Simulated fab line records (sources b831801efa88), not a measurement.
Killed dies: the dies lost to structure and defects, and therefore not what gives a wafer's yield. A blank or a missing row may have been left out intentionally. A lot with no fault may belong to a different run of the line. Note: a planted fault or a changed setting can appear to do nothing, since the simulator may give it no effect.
Problem report, 8D (eight disciplines) form, completed by code -- flow sky130 -- the parts of the form that need people (team, actions taken, sign-off) are left out

## 1. THE ISSUE
METAL5_ALCU_RS at SKY_METAL5_RS_MEAS_05 reads a mean of 0.02160 ohm/sq on 6 wafers of 2 lots; wafers without a fault read 0.02703 ohm/sq with a standard deviation of 0.00021. That is -26 standard deviations from the usual mean.
The step: measures by four-point-probe.
First seen on wafer L185.1, day 43 10:43, on filmMetro-04. The record has a number at this step for 42 wafers belonging to 14 lots. The rule behind "out" and "out of limits": a value lying over 4 standard deviations away from the usual mean. Any other wafer with a number is counted as sound.

## 2. WHAT THIS IS AND IS NOT
question,is,is not
which readings at this step,METAL5_ALCU_RS,-
which lots,"L185, L188","L182, L183, L184, L193, L195, L196, L198, L200, L201, L202, L203, L204"
which wafers of those lots,all that have a number,-
read on which gauges,filmMetro-04,"filmMetro-01, filmMetro-03"
when,from day 43 10:43,"up to then (9 sound wafers); but 27 sound wafers of L193, L195, L196, L198, L200, L201, L202, L203, L204 came after"

## 3. THE SUSPECTS, EACH WITH WHAT RULES IT OUT
Counting: a tool at any process step up to the reading remains a suspect when it ran all the lots that are out and ran no sound lot after the first of those.
- the gauge at SKY_METAL5_RS_MEAS_05 is ruled out. All the wafers that are out were read on filmMetro-04, but those of them that SKY_METAL5_METAL_ETCH_15 has rows for are out there too, on other tools.
- cmp-02 at SKY_VIA4_CMP_02 (polishes SiO2): ruled out as a lasting fault. After its first lot that is out, L185 (day 42 10:19), sound lots L198, L202, L203, L204 ran on it.
- pvdSputter-01 at SKY_METAL5_SPUTTER_02 (material AlCu, target thk 1150 nm, time 61.2 s): ruled out as a lasting fault. After its first lot that is out, L185 (day 43 10:36), sound lots L200, L204 ran on it.
- pvdSputter-01 at SKY_METAL5_SPUTTER_04 (material TiN, target thk 70 nm, time 58.3 s): ruled out as a lasting fault. After its first lot that is out, L185 (day 43 10:40), sound lots L200, L204 ran on it.
Left after counting: nothing in the record.

## 4. THE CAUSE (what the simulator had put in)
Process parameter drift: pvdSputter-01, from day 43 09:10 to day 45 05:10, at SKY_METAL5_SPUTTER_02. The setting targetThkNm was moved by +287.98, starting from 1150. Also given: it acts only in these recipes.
The count ruled it out by mistake, since the rule takes a fault to strike every lot its tool runs from the start of the fault on, and this one did not do so.

## 5. THE EFFECT CHAIN, in route order
One row per reading whose mean, taken over the struck wafers that have a number, lies over 3 standard deviations from the usual. Readings are gone through only where the record gives a usual standard deviation; hours: the median, over the lots, of the time from a lot's start at the first step in this table giving one to that lot's start at this step; sigmas: the change measured in usual standard deviations.
hours,step,reading,usual,on struck wafers,change,sigmas
0,SKY_METAL5_RS_MEAS_05,METAL5_ALCU_RS,0.02703 ohm/sq,0.02160,-0.00543,-26
0,SKY_METAL5_THK_MEAS_06,METAL5_ALCU_THK,1142 nm,1426,+284,+28
22,SKY_METAL5_METAL_ETCH_15,oesProductAu,0.894 a.u.,0.995,+0.101,+21
Process steps it contains:
- SKY_METAL5_METAL_ETCH_15: etches the open film in Cl2/BCl3, stops on SiO2, target depth 1260 nm, time 252 s.

## 6. HOW IT WOULD HAVE BEEN CAUGHT EARLIER
The first out-of-limits reading at a measuring or inspecting step in this record came at day 43 10:43, 2 hours after the fault's start at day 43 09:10.
An alarm limit of 4 standard deviations would not have fired on the tool readings at SKY_METAL5_SPUTTER_02 for which the record gives a usual standard deviation, since none of them was out on any struck wafer.
